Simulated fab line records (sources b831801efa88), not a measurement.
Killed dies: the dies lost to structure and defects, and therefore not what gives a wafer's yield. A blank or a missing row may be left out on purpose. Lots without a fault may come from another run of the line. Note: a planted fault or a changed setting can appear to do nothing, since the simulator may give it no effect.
fab line records	flow sky130
[record] lots = 24	wafers = 72	last-day = 50
route steps=708 shown LDD_P@263 RES_XHIGH@340 METAL1@450 CAPM@539 METAL4@635 VIA4@640
lots that met no fault: taken from a fault-free run of the same line
start-h: start of the lot's first displayed wafer, in hours after the record's first day	wait-h: time in hours since the lot's previous step	" unchanged from the row above	L1.1+2: one row covering several wafers at once	- no value present, or no start provided	* or withheld: withheld	< > ~ a bound
route shown NAME@n: NAME is a module with steps in the file, n the number in the route of the first one	usual: average and standard deviation across the fault-free wafers	same: alike in all rows	chamber/n: place in a boat	sites: the reading at each site	_std_site: the standard deviation of these	_edge_site: outer sites' mean less inner sites'	radius-mm: how far each site lies from the wafer's centre	mask NAME#n: copy n	behind: the most recent tool/chamber to have shaped the wafer	hold: cause of the lot's hold/its duration in hours/its outcome	device: whichever transistor did not switch (one of n, p or np)	end of line: the route-end tests of the same wafers	a step given without rows: its recipe and nothing more	killed: dies lost to structure and defects at the first sort, not the wafer's yield	map: shows each die of a wafer: x if killed, . if not, _ if none is there
set.NAME: the setting that was run; set.NAME@STEP: the one run at that earlier step	model.NAME: the simulator's own value behind a step, which no gauge read
the route's steps for a sample of lots (tables are steps, rows are wafers)
services: a tool's chamber out of use, with start hour (start-h, from the record's first day; less than 0 if before it), hours out, and reason
[[steps]]
[step SKY_LDD_P_OVL_MEAS_08]
[usual] LDD_P_OVL = 0.2/1.6
lot.wafer	tool	chamber	start-h	wait-h	LDD_P_OVL[nm]
L074.1	overlay-01	-	452.70	0.1	1.9
L074.3	"	-	"	"	1.2
L074.5	"	-	"	"	0.8
L075.1	overlay-02	-	453.40	0.1	-0.1
L075.3	"	-	"	"	0.1
L075.5	"	-	"	"	-0.5
L076.2	overlay-02	-	482.10	0.1	0.9
L076.4	"	-	"	"	2.2
L076.5	"	-	"	"	1.7
L077.1	overlay-01	-	483.15	0.1	1.3
L077.4	"	-	"	"	3.6
L077.6	"	-	"	"	2.9
L078.2	overlay-02	-	491.46	0.1	-2.6
L078.3	"	-	"	"	-1.2
L078.4	"	-	"	"	-3.1
L079.2	overlay-02	-	495.91	0.1	-0.8
L079.3	"	-	"	"	-1.7
L079.5	"	-	"	"	-1.3
L082.2	overlay-02	-	506.04	0.1	1.7
L082.3	"	-	"	"	2.4
L082.4	"	-	"	"	0.8
L080.3	overlay-01	-	507.80	0.1	0.9
L080.5	"	-	"	"	-0.5
L080.6	"	-	"	"	-1.2
L081.1	overlay-02	-	509.30	0.1	2.7
L081.3	"	-	"	"	1.9
L081.4	"	-	"	"	1.2
L083.3	overlay-02	-	516.01	0.1	1.8
L083.4	"	-	"	"	0.8
L083.6	"	-	"	"	0.3
L084.1	overlay-02	-	527.70	0.1	0.8
L084.2	"	-	"	"	0.9
L084.5	"	-	"	"	0.8
L086.2	overlay-02	-	541.09	0.1	-1.5
L086.3	"	-	"	"	-0.5
L086.5	"	-	"	"	-0.9
L085.1	overlay-02	-	541.65	0.1	0.4
L085.3	"	-	"	"	-1.0
L085.6	"	-	"	"	1.6
L087.1	overlay-01	-	549.80	0.1	0.8
L087.2	"	-	"	"	-1.0
L087.4	"	-	"	"	-2.3
L088.3	overlay-02	-	558.31	0.1	-1.0
L088.5	"	-	"	"	-1.9
L088.6	"	-	"	"	-2.4
L089.1	overlay-01	-	567.49	0.1	-0.4
L089.2	"	-	"	"	-1.9
L089.4	"	-	"	"	0.0
L090.1	overlay-01	-	575.80	0.1	0.2
L090.3	"	-	"	"	-0.4
L090.6	"	-	"	"	0.8
L091.3	overlay-02	-	578.70	0.1	-0.6
L091.5	"	-	"	"	-0.9
L091.6	"	-	"	"	0.9
L092.2	overlay-01	-	588.49	0.1	1.5
L092.3	"	-	"	"	2.0
L092.6	"	-	"	"	0.8
L093.2	overlay-02	-	598.29	0.1	2.0
L093.4	"	-	"	"	0.7
L093.6	"	-	"	"	2.0
L094.2	overlay-02	-	611.79	0.1	-0.4
L094.3	"	-	"	"	0.3
L094.4	"	-	"	"	0.8
L095.2	overlay-01	-	623.01	0.1	-1.9
L095.4	"	-	"	"	-1.7
L095.5	"	-	"	"	-1.9
L096.1	overlay-01	-	628.40	0.1	0.1
L096.5	"	-	"	"	-1.4
L096.6	"	-	"	"	-0.2
L097.2	overlay-01	-	632.00	0.1	3.5
L097.5	"	-	"	"	-1.6
L097.6	"	-	"	"	0.6
[step SKY_RES_XHIGH_STRIP_08]
[recipe] chemistry = O2/N2	power-w = 1400	pressure-mtorr = 1500	platen-temp-c = withheld	o2-flow-sccm = 3000	n2-flow-sccm = 300	overash-fraction = 0.5
[usual] drypump-motor-current-A = 5.8/0.31	oes-product-au = 0.711/0.0043	strip-time-to-endpoint-s = 14.30/0.037
lot.wafer	tool	chamber	start-h	wait-h	drypump-motor-current-A	oes-product-au	rf-hours-counter-h	strip-time-to-endpoint-s
L074.1	plasma-asher-01	0	634.43	0.1	5.7	0.712	88	14.29
L074.3	"	1	"	"	5.1	0.707	-	14.28
L074.5	"	1	"	"	5.1	0.719	-	14.27
L075.1	plasma-asher-04	0	635.72	0.1	5.8	0.708	89	14.22
L075.3	"	0	"	"	5.8	0.710	-	14.28
L075.5	"	0	"	"	5.8	0.714	-	14.27
L076.2	plasma-asher-04	0	663.58	0.1	5.8	0.710	92	14.32
L076.4	"	1	"	"	6.1	0.715	-	14.33
L076.5	"	1	"	"	6.2	0.714	-	14.34
L077.1	plasma-asher-02	0	664.17	0.1	5.6	0.707	51	14.35
L077.4	"	1	"	"	5.8	0.714	-	14.29
L077.6	"	0	"	"	5.6	0.712	-	14.34
L078.2	plasma-asher-04	1	669.87	0.1	6.1	0.710	93	14.30
L078.3	"	0	"	"	5.8	0.715	-	14.31
L078.4	"	1	"	"	6.1	0.714	-	14.31
L079.2	plasma-asher-04	0	674.67	0.1	5.8	0.708	93	14.32
L079.3	"	0	"	"	5.8	0.719	-	14.30
L079.5	"	0	"	"	5.8	0.713	-	14.32
L082.2	plasma-asher-04	1	683.42	0.1	6.2	0.714	94	14.30
L082.3	"	0	"	"	5.8	0.708	-	14.34
L082.4	"	1	"	"	6.1	0.709	-	14.35
L080.3	plasma-asher-01	0	685.25	0.1	5.7	0.716	-	14.27
L080.5	"	1	"	"	5.1	0.713	-	14.28
L080.6	"	0	"	"	5.7	0.717	-	14.26
L081.1	plasma-asher-04	1	685.42	0.1	6.2	0.708	94	14.25
L081.3	"	1	"	"	6.1	0.712	-	14.29
L081.4	"	0	"	"	5.8	0.701	-	14.28
L083.3	plasma-asher-04	0	690.65	0.1	5.8	0.723	-	14.34
L083.4	"	1	"	"	6.2	0.711	-	14.27
L083.6	"	1	"	"	6.1	0.710	-	14.31
L084.1	plasma-asher-02	1	702.67	0.1	5.8	0.703	55	14.38
L084.2	"	0	"	"	5.6	0.706	55	14.35
L084.5	"	1	"	"	5.8	0.711	-	14.37
L086.2	plasma-asher-02	1	714.66	0.1	5.8	0.722	56	14.31
L086.3	"	0	"	"	5.6	0.709	-	14.35
L086.5	"	0	"	"	5.5	0.721	-	14.30
L085.1	plasma-asher-01	1	718.03	0.1	5.1	0.715	96	14.26
L085.3	"	0	"	"	5.7	0.711	-	14.23
L085.6	"	0	"	"	5.7	0.707	-	14.26
L087.1	plasma-asher-01	1	722.22	0.1	5.1	0.709	97	14.30
L087.2	"	0	"	"	5.7	0.716	97	14.27
L087.4	"	1	"	"	5.1	0.704	-	14.26
L088.3	plasma-asher-04	1	733.35	0.1	6.1	0.709	-	14.31
L088.5	"	0	"	"	5.8	0.717	-	14.31
L088.6	"	1	"	"	6.2	0.708	-	14.28
L089.1	plasma-asher-02	1	764.22	0.1	5.9	0.717	60	14.38
L089.2	"	0	"	"	5.5	0.713	60	14.33
L089.4	"	0	"	"	5.5	0.711	-	14.37
L091.3	plasma-asher-04	0	764.55	0.1	5.8	0.709	-	14.23
L091.5	"	1	"	"	6.1	0.710	-	14.23
L091.6	"	0	"	"	5.8	0.718	-	14.28
L090.1	plasma-asher-01	1	765.23	0.1	5.1	0.717	101	14.33
L090.3	"	1	"	"	5.1	0.710	-	14.29
L090.6	"	1	"	"	5.1	0.709	-	14.35
L092.2	plasma-asher-04	0	765.82	0.1	5.8	0.712	2	14.36
L092.3	"	1	"	"	6.1	0.711	-	14.39
L092.6	"	1	"	"	6.1	0.713	-	14.40
L093.2	plasma-asher-02	0	772.27	0.1	5.6	0.711	61	14.26
L093.4	"	1	"	"	5.8	0.706	-	14.27
L093.6	"	1	"	"	5.9	0.712	-	14.30
L094.2	plasma-asher-01	0	784.43	0.1	5.7	0.710	103	14.30
L094.3	"	0	"	"	5.7	0.710	-	14.28
L094.4	"	1	"	"	5.1	0.709	-	14.28
L095.2	plasma-asher-02	1	789.92	0.1	5.9	0.707	63	14.36
L095.4	"	0	"	"	5.5	0.722	-	14.32
L095.5	"	0	"	"	5.5	0.706	-	14.34
L096.1	plasma-asher-04	1	795.52	0.1	6.2	0.699	5	14.33
L096.5	"	0	"	"	5.8	0.710	-	14.32
L096.6	"	1	"	"	6.1	0.707	-	14.32
L097.2	plasma-asher-02	0	798.77	0.1	5.6	0.710	64	14.33
L097.5	"	0	"	"	5.6	0.712	-	14.28
L097.6	"	1	"	"	5.8	0.705	-	14.30
[step SKY_METAL1_OVL_MEAS_16]
[usual] METAL1_OVL = 3/6.3
lot.wafer	tool	chamber	start-h	wait-h	METAL1_OVL[nm]
L074.1	overlay-02	-	780.55	0.1	0
L074.3	"	-	"	"	1
L074.5	"	-	"	"	9
L075.1	overlay-02	-	781.09	0.1	1
L075.3	"	-	"	"	3
L075.5	"	-	"	"	1
L076.2	overlay-02	-	806.49	0.1	-4
L076.4	"	-	"	"	0
L076.5	"	-	"	"	3
L077.1	overlay-02	-	807.50	0.1	11
L077.4	"	-	"	"	9
L077.6	"	-	"	"	12
L078.2	overlay-02	-	813.01	0.1	-12
L078.3	"	-	"	"	-3
L078.4	"	-	"	"	1
L079.2	overlay-01	-	817.56	0.1	3
L079.3	"	-	"	"	0
L079.5	"	-	"	"	-2
L082.2	overlay-01	-	825.54	0.1	-2
L082.3	"	-	"	"	3
L082.4	"	-	"	"	8
L080.3	overlay-02	-	827.30	0.1	9
L080.5	"	-	"	"	12
L080.6	"	-	"	"	6
L081.1	overlay-01	-	828.25	0.1	9
L081.3	"	-	"	"	4
L081.4	"	-	"	"	12
L083.3	overlay-02	-	832.11	0.1	-10
L083.4	"	-	"	"	0
L083.6	"	-	"	"	-2
L084.1	overlay-02	-	844.15	0.1	7
L084.2	"	-	"	"	-3
L084.5	"	-	"	"	3
L086.2	overlay-02	-	854.19	0.1	5
L086.3	"	-	"	"	9
L086.5	"	-	"	"	10
L085.1	overlay-01	-	857.24	0.1	4
L085.3	"	-	"	"	6
L085.6	"	-	"	"	2
L087.1	overlay-01	-	860.10	0.1	4
L087.2	"	-	"	"	2
L087.4	"	-	"	"	0
L088.3	overlay-02	-	872.66	0.1	1
L088.5	"	-	"	"	0
L088.6	"	-	"	"	4
L089.1	overlay-02	-	900.05	0.1	7
L089.2	"	-	"	"	1
L089.4	"	-	"	"	6
L091.3	overlay-01	-	901.01	0.1	3
L091.5	"	-	"	"	-1
L091.6	"	-	"	"	0
L090.1	overlay-02	-	901.59	0.1	9
L090.3	"	-	"	"	7
L090.6	"	-	"	"	10
L092.2	overlay-02	-	902.95	0.1	10
L092.3	"	-	"	"	13
L092.6	"	-	"	"	3
L093.2	overlay-02	-	908.51	0.1	3
L093.4	"	-	"	"	-4
L093.6	"	-	"	"	-3
L094.2	overlay-02	-	919.96	0.1	11
L094.3	"	-	"	"	11
L094.4	"	-	"	"	10
L095.2	overlay-01	-	925.39	0.1	-3
L095.4	"	-	"	"	-6
L095.5	"	-	"	"	-4
L096.1	overlay-01	-	930.25	0.1	-12
L096.5	"	-	"	"	-6
L096.6	"	-	"	"	0
L097.2	overlay-01	-	932.69	0.1	-8
L097.5	"	-	"	"	7
L097.6	"	-	"	"	-3
[step SKY_CAPM_SPUTTER_02]
[recipe] material = TiN	target-thk-nm = 200	temp-c = 300	power-w = 6500	time-s = 166.7	chamber-pressure-pa = 0.4
[usual] throttle-valve-pct = 29.9/1
lot.wafer	tool	chamber	start-h	wait-h	throttle-valve-pct
L074.1	pvd-sputter-01	-	866.13	0.1	30.1
L074.3	"	-	"	"	30.0
L074.5	"	-	"	"	30.4
L075.1	pvd-sputter-04	-	866.46	0.1	29.0
L075.3	"	-	"	"	31.1
L075.5	"	-	"	"	29.8
L076.2	pvd-sputter-01	-	891.04	0.0	30.4
L076.4	"	-	"	"	27.9
L076.5	"	-	"	"	30.0
L077.1	pvd-sputter-04	-	891.74	0.1	30.1
L077.4	"	-	"	"	30.9
L077.6	"	-	"	"	30.8
L078.2	pvd-sputter-04	-	896.85	0.0	31.1
L078.3	"	-	"	"	29.0
L078.4	"	-	"	"	29.7
L079.2	pvd-sputter-04	-	901.01	0.0	29.1
L079.3	"	-	"	"	31.0
L079.5	"	-	"	"	30.7
L082.2	pvd-sputter-02	-	909.23	0.0	29.4
L082.3	"	-	"	"	29.3
L082.4	"	-	"	"	28.2
L080.3	pvd-sputter-02	-	910.37	0.0	31.9
L080.5	"	-	"	"	31.8
L080.6	"	-	"	"	29.6
L081.1	pvd-sputter-04	-	914.23	0.1	31.0
L081.3	"	-	"	"	30.7
L081.4	"	-	"	"	30.1
L083.3	pvd-sputter-01	-	915.42	0.0	28.0
L083.4	"	-	"	"	30.1
L083.6	"	-	"	"	30.5
L084.1	pvd-sputter-01	-	926.48	0.1	30.5
L084.2	"	-	"	"	30.3
L084.5	"	-	"	"	28.1
L086.2	pvd-sputter-04	-	935.79	0.0	28.9
L086.3	"	-	"	"	29.9
L086.5	"	-	"	"	30.7
L085.1	pvd-sputter-02	-	939.08	0.1	31.9
L085.3	"	-	"	"	28.1
L085.6	"	-	"	"	29.3
L087.1	pvd-sputter-04	-	941.95	0.1	30.9
L087.2	"	-	"	"	31.2
L087.4	"	-	"	"	29.0
L088.3	pvd-sputter-01	-	951.65	0.0	28.1
L088.5	"	-	"	"	30.6
L088.6	"	-	"	"	30.0
L089.1	pvd-sputter-04	-	977.83	0.1	29.7
L089.2	"	-	"	"	28.7
L089.4	"	-	"	"	31.1
L091.3	pvd-sputter-04	-	978.43	0.0	31.1
L091.5	"	-	"	"	30.9
L091.6	"	-	"	"	29.8
L090.1	pvd-sputter-04	-	978.88	0.1	29.0
L090.3	"	-	"	"	31.0
L090.6	"	-	"	"	30.9
L092.2	pvd-sputter-04	-	979.48	0.0	31.1
L092.3	"	-	"	"	29.0
L092.6	"	-	"	"	31.0
L093.2	pvd-sputter-01	-	987.64	0.0	30.4
L093.4	"	-	"	"	27.9
L093.6	"	-	"	"	30.4
L094.2	pvd-sputter-01	-	997.92	0.0	28.1
L094.3	"	-	"	"	30.1
L094.4	"	-	"	"	29.9
L095.2	pvd-sputter-02	-	1006.51	0.0	28.2
L095.4	"	-	"	"	29.4
L095.5	"	-	"	"	29.2
L096.1	pvd-sputter-01	-	1008.49	0.1	30.3
L096.5	"	-	"	"	30.5
L096.6	"	-	"	"	30.1
L097.2	pvd-sputter-01	-	1010.33	0.0	27.9
L097.5	"	-	"	"	27.9
L097.6	"	-	"	"	30.5
[step SKY_METAL4_STRIP_19]
[recipe] chemistry = O2/N2	power-w = 1400	pressure-mtorr = 1500	platen-temp-c = withheld	o2-flow-sccm = 3000	n2-flow-sccm = 300	overash-fraction = 0.5
[usual] drypump-motor-current-A = 5.70/0.28	oes-product-au = 0.500/0.006	strip-time-to-endpoint-s = 6.50/0.093
lot.wafer	tool	chamber	start-h	wait-h	drypump-motor-current-A	oes-product-au	rf-hours-counter-h	strip-time-to-endpoint-s
L074.1	plasma-asher-04	1	994.30	0.1	6.13	0.500	25	6.54
L074.3	"	1	"	"	6.16	0.503	-	6.62
L074.5	"	0	"	"	5.84	0.499	-	6.57
L075.1	plasma-asher-03	0	995.38	0.1	5.62	0.501	56	6.50
L075.3	"	1	"	"	5.76	0.506	-	6.54
L075.5	"	1	"	"	5.75	0.502	-	6.48
L076.2	plasma-asher-01	1	1014.06	0.1	5.11	0.500	124	6.42
L076.4	"	0	"	"	5.72	0.495	-	6.43
L076.5	"	0	"	"	5.72	0.510	-	6.46
L077.1	plasma-asher-01	1	1015.42	0.1	5.09	0.498	124	6.47
L077.4	"	1	"	"	5.12	0.499	-	6.38
L077.6	"	0	"	"	5.71	0.494	-	6.46
L078.2	plasma-asher-04	0	1020.72	0.1	5.84	0.490	28	6.38
L078.3	"	0	"	"	5.82	0.491	-	6.43
L078.4	"	1	"	"	6.14	0.501	-	6.45
L079.2	plasma-asher-03	0	1024.65	0.1	5.61	0.509	59	6.65
L079.3	"	0	"	"	5.62	0.510	-	6.66
L079.5	"	1	"	"	5.75	0.506	-	6.57
L082.2	plasma-asher-01	1	1032.25	0.1	5.13	0.511	126	6.52
L082.3	"	0	"	"	5.71	0.492	-	6.42
L082.4	"	1	"	"	5.12	0.505	-	6.51
L080.3	plasma-asher-03	0	1033.83	0.1	5.62	0.500	-	6.57
L080.5	"	1	"	"	5.73	0.507	-	6.52
L080.6	"	0	"	"	5.61	0.504	-	6.52
L081.1	plasma-asher-01	0	1034.80	0.1	5.74	0.504	126	6.51
L081.3	"	1	"	"	5.09	0.503	-	6.50
L081.4	"	0	"	"	5.74	0.508	-	6.57
L083.3	plasma-asher-03	0	1036.26	0.1	5.64	0.501	-	6.55
L083.4	"	1	"	"	5.74	0.503	-	6.53
L083.6	"	0	"	"	5.63	0.506	-	6.55
L084.1	plasma-asher-04	1	1046.52	0.1	6.12	0.493	31	6.31
L084.2	"	0	"	"	5.86	0.495	31	6.30
L084.5	"	0	"	"	5.85	0.495	-	6.36
L086.2	plasma-asher-03	0	1055.39	0.2	5.61	0.489	62	6.39
L086.3	"	1	"	"	5.73	0.503	-	6.41
L086.5	"	0	"	"	5.63	0.493	-	6.37
L085.1	plasma-asher-03	0	1058.27	0.1	5.63	0.494	63	6.47
L085.3	"	1	"	"	5.74	0.491	-	6.42
L085.6	"	0	"	"	5.61	0.494	-	6.39
L087.1	plasma-asher-03	1	1061.26	0.1	5.75	0.493	63	6.43
L087.2	"	0	"	"	5.64	0.496	63	6.41
L087.4	"	1	"	"	5.75	0.496	-	6.38
L088.3	plasma-asher-04	0	1070.38	0.1	5.80	0.510	-	6.69
L088.5	"	1	"	"	6.15	0.509	-	6.66
L088.6	"	0	"	"	5.84	0.506	-	6.61
L089.1	plasma-asher-03	1	1093.87	0.1	5.74	0.496	66	6.47
L089.2	"	0	"	"	5.62	0.491	66	6.48
L089.4	"	0	"	"	5.64	0.495	-	6.44
L091.3	plasma-asher-04	1	1094.63	0.1	6.16	0.508	-	6.58
L091.5	"	1	"	"	6.15	0.509	-	6.61
L091.6	"	0	"	"	5.82	0.508	-	6.67
L092.2	plasma-asher-03	0	1094.78	0.1	5.61	0.504	66	6.56
L092.3	"	0	"	"	5.61	0.505	-	6.57
L092.6	"	0	"	"	5.60	0.501	-	6.63
L090.1	plasma-asher-01	0	1094.85	0.1	5.71	0.496	3	6.45
L090.3	"	0	"	"	5.72	0.499	-	6.46
L090.6	"	1	"	"	5.09	0.497	-	6.46
L093.2	plasma-asher-04	1	1101.85	0.1	6.16	0.489	35	6.43
L093.4	"	1	"	"	6.16	0.504	-	6.46
L093.6	"	0	"	"	5.81	0.503	-	6.42
L094.2	plasma-asher-04	0	1113.07	0.1	5.83	0.504	37	6.60
L094.3	"	1	"	"	6.12	0.501	-	6.53
L094.4	"	0	"	"	5.83	0.503	-	6.65
L095.2	plasma-asher-03	0	1118.10	0.1	5.62	0.495	69	6.42
L095.4	"	0	"	"	5.63	0.494	-	6.36
L095.5	"	1	"	"	5.73	0.497	-	6.34
L096.1	plasma-asher-01	0	1122.42	0.1	5.69	0.503	5	6.54
L096.5	"	0	"	"	5.70	0.506	-	6.66
L096.6	"	1	"	"	5.10	0.501	-	6.55
L097.2	plasma-asher-03	0	1124.11	0.1	5.60	0.501	69	6.52
L097.5	"	1	"	"	5.75	0.507	-	6.56
L097.6	"	0	"	"	5.60	0.500	-	6.51
[step SKY_VIA4_THK_MEAS_01]
[recipe] reads = SiO2_of_VIA4_HDPCVD_00
[usual] VIA4_HDPCVD_THK = 1755/18
lot.wafer	tool	chamber	start-h	wait-h	VIA4_HDPCVD_THK[nm]
L074.1	film-metro-02	-	995.10	0.1	1780
L074.3	"	-	"	"	1782
L074.5	"	-	"	"	1793
L075.1	film-metro-03	-	996.18	0.1	1769
L075.3	"	-	"	"	1760
L075.5	"	-	"	"	1770
L076.2	film-metro-02	-	1014.84	0.1	1745
L076.4	"	-	"	"	1752
L076.5	"	-	"	"	1723
L077.1	film-metro-02	-	1016.19	0.1	1765
L077.4	"	-	"	"	1776
L077.6	"	-	"	"	1777
L078.2	film-metro-02	-	1021.50	0.1	1764
L078.3	"	-	"	"	1753
L078.4	"	-	"	"	1763
L079.2	film-metro-04	-	1025.48	0.1	1778
L079.3	"	-	"	"	1775
L079.5	"	-	"	"	1764
L082.2	film-metro-03	-	1033.03	0.1	1752
L082.3	"	-	"	"	1739
L082.4	"	-	"	"	1768
L080.3	film-metro-03	-	1034.59	0.1	1750
L080.5	"	-	"	"	1771
L080.6	"	-	"	"	1752
L081.1	film-metro-03	-	1035.63	0.1	1737
L081.3	"	-	"	"	1729
L081.4	"	-	"	"	1749
L083.3	film-metro-03	-	1037.01	0.1	1754
L083.4	"	-	"	"	1779
L083.6	"	-	"	"	1778
L084.1	film-metro-04	-	1047.29	0.1	1746
L084.2	"	-	"	"	1749
L084.5	"	-	"	"	1719
L086.2	film-metro-03	-	1056.17	0.1	1741
L086.3	"	-	"	"	1722
L086.5	"	-	"	"	1737
L085.1	film-metro-04	-	1059.04	0.1	1751
L085.3	"	-	"	"	1741
L085.6	"	-	"	"	1752
L087.1	film-metro-03	-	1062.03	0.1	1779
L087.2	"	-	"	"	1763
L087.4	"	-	"	"	1752
L088.3	film-metro-03	-	1071.15	0.1	1743
L088.5	"	-	"	"	1760
L088.6	"	-	"	"	1745
L089.1	film-metro-02	-	1094.68	0.1	1763
L089.2	"	-	"	"	1766
L089.4	"	-	"	"	1769
L091.3	film-metro-04	-	1095.63	0.1	1739
L091.5	"	-	"	"	1746
L091.6	"	-	"	"	1751
L092.2	film-metro-03	-	1095.79	0.1	1746
L092.3	"	-	"	"	1738
L092.6	"	-	"	"	1759
L090.1	film-metro-02	-	1095.96	0.1	1753
L090.3	"	-	"	"	1748
L090.6	"	-	"	"	1749
L093.2	film-metro-03	-	1104.40	0.1	1729
L093.4	"	-	"	"	1747
L093.6	"	-	"	"	1742
L094.2	film-metro-03	-	1113.85	0.1	1738
L094.3	"	-	"	"	1761
L094.4	"	-	"	"	1764
L095.2	film-metro-03	-	1118.88	0.1	1742
L095.4	"	-	"	"	1765
L095.5	"	-	"	"	1758
L096.1	film-metro-02	-	1123.20	0.1	1747
L096.5	"	-	"	"	1744
L096.6	"	-	"	"	1760
L097.2	film-metro-03	-	1124.90	0.1	1766
L097.5	"	-	"	"	1775
L097.6	"	-	"	"	1761
[[services]]
tool	chamber	start-h	hours	kind
plasma-asher-01	-	629.95	2.7	repair
plasma-asher-03	-	651.58	1.5	repair
pvd-sputter-04	-	727.77	5.1	repair
plasma-asher-04	-	733.75	9.0	pm
pvd-sputter-04	-	751.60	6.8	repair
plasma-asher-04	-	755.77	4.2	repair
pvd-sputter-04	-	813.47	4.0	repair
plasma-asher-04	-	847.00	1.6	repair
plasma-asher-01	-	854.31	2.8	repair
plasma-asher-01	-	920.06	14.1	repair
pvd-sputter-01	-	965.81	3.5	repair
plasma-asher-04	-	969.85	1.0	repair
plasma-asher-01	-	976.12	1.5	repair
plasma-asher-01	-	994.93	2.8	pm
pvd-sputter-04	-	1008.90	15.0	repair
pvd-sputter-01	-	1022.13	26.5	repair
plasma-asher-04	-	1026.20	0.4	repair
pvd-sputter-01	-	1033.99	4.3	repair
plasma-asher-04	-	1049.22	11.5	repair
plasma-asher-01	-	1055.25	9.0	pm
plasma-asher-03	-	1059.12	0.8	repair
plasma-asher-03	-	1099.71	2.8	pm
plasma-asher-01	-	1107.63	1.3	repair
plasma-asher-01	-	1108.30	2.6	repair
[[key]]
fault none
